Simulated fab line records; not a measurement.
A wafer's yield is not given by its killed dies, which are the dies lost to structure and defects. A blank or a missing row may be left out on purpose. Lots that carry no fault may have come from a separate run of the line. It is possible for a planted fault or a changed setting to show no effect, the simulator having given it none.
Chamber matching + flow sky130 + 4 sister chambers for SKY_VIA1_CMP_02 on cmp-01
The step polishes SiO2. 4 wafers are shown with their chamber, then 11 later ones without.

WAFERS, EACH WITH ITS CHAMBER
| wafer  | chamber | motor-current-A (A) |
|--------|---------|---------------------|
| L092.1 | 3       | 11.8                |
| L092.3 | 1       | 10.8                |
| L092.5 | 2       | 13.4                |
| L093.2 | 0       | 12.3                |

WAFERS WITH NO CHAMBER GIVEN
| wafer  | motor-current-A (A) |
|--------|---------------------|
| L093.3 | 13.0                |
| L093.5 | 13.4                |
| L095.2 | 13.2                |
| L095.3 | 10.7                |
| L095.6 | 10.6                |
| L096.2 | 14.3                |
| L096.4 | 13.1                |
| L096.5 | 10.3                |
| L097.2 | 12.2                |
| L097.3 | 12.4                |
| L097.4 | 13.7                |

THE CHAMBER EACH PASSED THROUGH
| wafer  | from the rows above     | in truth |
|--------|-------------------------|----------|
| L093.3 | can't be placed: 2 or 0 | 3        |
| L093.5 | 2                       | 2        |
| L095.2 | can't be placed: 2 or 0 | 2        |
| L095.3 | 1                       | 1        |
| L095.6 | 1                       | 1        |
| L096.2 | 2                       | 2        |
| L096.4 | can't be placed: 2 or 0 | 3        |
| L096.5 | 1                       | 1        |
| L097.2 | can't be placed: 0 or 3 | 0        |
| L097.3 | can't be placed: 0 or 3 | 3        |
| L097.4 | 2                       | 2        |
Placed correctly: 6 of 11. Unplaceable from these rows: 5, with the true chamber sitting among the candidates in 3. Wrongly placed: 0.
How it was worked out, from the rows above alone: a wafer's distance from a chamber is the root of the sum, over the readings, of the square of ((its reading less the chamber's mean) divided by the reading's scatter). The wafer belongs to the nearest chamber; if the next one is less than 2 further off, it can't be placed. For every chamber, the mean is computed from those of its wafers that are shown. The scatter: root of mean squared gap, hidden wafer to nearest shown wafer, with one shown wafer a chamber.
